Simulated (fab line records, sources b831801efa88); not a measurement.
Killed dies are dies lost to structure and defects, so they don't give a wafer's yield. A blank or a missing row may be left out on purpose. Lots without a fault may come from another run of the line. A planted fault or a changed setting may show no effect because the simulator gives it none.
A struck lot beside a sound one | flow sky130 | 18 steps out of a route of 708
Sound: wafers L932.1, L932.4, L932.6. Struck: wafers L936.4, L936.5, L936.6. The cause comes at the end.
At each step with rows: each side's tool, then ch and its chambers, then its first start. Under that, the readings that differ: sound wafers | struck wafers | difference of the means | sigmas: that difference in standard deviations of wafers without a fault.
alike: readings whose means differ by less than 2 such deviations, and words and numbers that are the same on both sides. not compared: withheld readings, readings that some wafer has no value for, bounds like >300 that may hide the same value, and numbers for which the record gives no deviation and whose values overlap.
The two part at a step that has a row with sigmas, a row that says differs or no value, or rows on one side only. Numbers that don't overlap but have no deviation are shown without sigmas and don't part them. A reading that every wafer of one side lacks parts them only if that side has two wafers or more.

SKY_POLY_GATE_ETCH_15: etches BARC in N2/H2, stops on SiO2, time 118.5 s, target depth 110 nm.
  sound on rie_diel-02 ch 1,2,3, day 17 23:35; struck on rie_diel-04 ch 0,1, day 18 23:18
  alike: drypump_motor_current_A, oes_product_au, throttle_valve_pct
  not compared: rf_hours_counter_h
SKY_POLY_GATE_ETCH_16: etches Si3N4 in CH3F/O2, stops on poly-Si, time 147.5 s, target depth 75 nm.
  sound on rie_diel-02 ch 1,2,3, day 17 23:40; struck on rie_diel-04 ch 0,1, day 18 23:23
  alike: drypump_motor_current_A, oes_product_au, throttle_valve_pct
  not compared: rf_hours_counter_h
SKY_POLY_GATE_ETCH_17: etches poly-Si in HBr/Cl2, stops on SiO2, target depth 180 nm, time 70.5 s.
  sound on rie_si-01 ch 2,3, day 17 23:46; struck on rie_si-02 ch 0,1,2, day 18 23:31
  alike: drypump_motor_current_A, oes_product_au, throttle_valve_pct
  not compared: rf_hours_counter_h
SKY_POLY_GATE_STRIP_18: strips in O2/N2.
  sound on plasma_asher-02 ch 0, day 17 23:49; struck on plasma_asher-04 ch 0,1, day 18 23:34
  alike: drypump_motor_current_A, oes_product_au, strip_time_to_endpoint_s
  not compared: rf_hours_counter_h
then, 2 steps without rows for these wafers: SKY_POLY_GATE_CLEAN_19 (cleans in SC1/SC2, time 150 s); SKY_POLY_GATE_OXIDATION_20 (stabilise 600 s, purge 300 s, target thk 4 nm).
SKY_POLY_GATE_THK_MEAS_21:
  sound on film_metro-02, day 18 02:04; struck on film_metro-01, day 19 01:49
  alike: POLY_GATE_OXIDATION_THK
SKY_POLY_GATE_CD_MEAS_22:
  sound on cd_sem-02, day 18 02:08; struck on cd_sem-01, day 19 01:56
  reading    | sound             | struck            | difference | sigmas
  cd_nm (nm) | 155.9 151.0 155.6 | 147.6 147.9 149.8 | -5.7       | -2
then, 4 steps without rows for these wafers: SKY_LDD_N_DEHYDRATE_00 (time 60 s); SKY_LDD_N_HMDS_01 (prime time 60 s); SKY_LDD_N_COAT_02 (resist thk 300 nm); SKY_LDD_N_SOFTBAKE_03 (time 60 s).
SKY_LDD_N_EXPOSE_04: exposes mask NTM, target cd 840 nm.
  sound on iline_stepper-01 ch 0, day 18 17:09; struck on iline_stepper-01 ch 0, day 19 17:05
  reading                       | sound                | struck               | difference | sigmas
  model.LDD_N.overlay_x_nm (nm) | 0.3125 0.3125 0.3125 | -74.89 -74.89 -74.89 | -75.20     |
  alike: mask
then, 2 steps without rows for these wafers: SKY_LDD_N_PEB_05; SKY_LDD_N_DEVELOP_06 (develop time 60 s).
SKY_LDD_N_OVL_MEAS_07:
  sound on overlay-01, day 19 08:14; struck on overlay-02, day 20 08:34
  reading        | sound         | struck            | difference | sigmas
  LDD_N_OVL (nm) | -1.0 -1.9 1.2 | -76.0 -77.9 -76.4 | -76.2      | -54
then, 1 step without rows for these wafers: SKY_LDD_N_IMPLANT_08.
SKY_PAD_OPEN_PROBE_99:
  the record has rows for the sound wafers here (prober-01, day 47 01:03) and none for the struck ones

WHERE THEY PART
First at SKY_POLY_GATE_CD_MEAS_22; last, within this record, at SKY_PAD_OPEN_PROBE_99.

WHY: what the simulator had put in
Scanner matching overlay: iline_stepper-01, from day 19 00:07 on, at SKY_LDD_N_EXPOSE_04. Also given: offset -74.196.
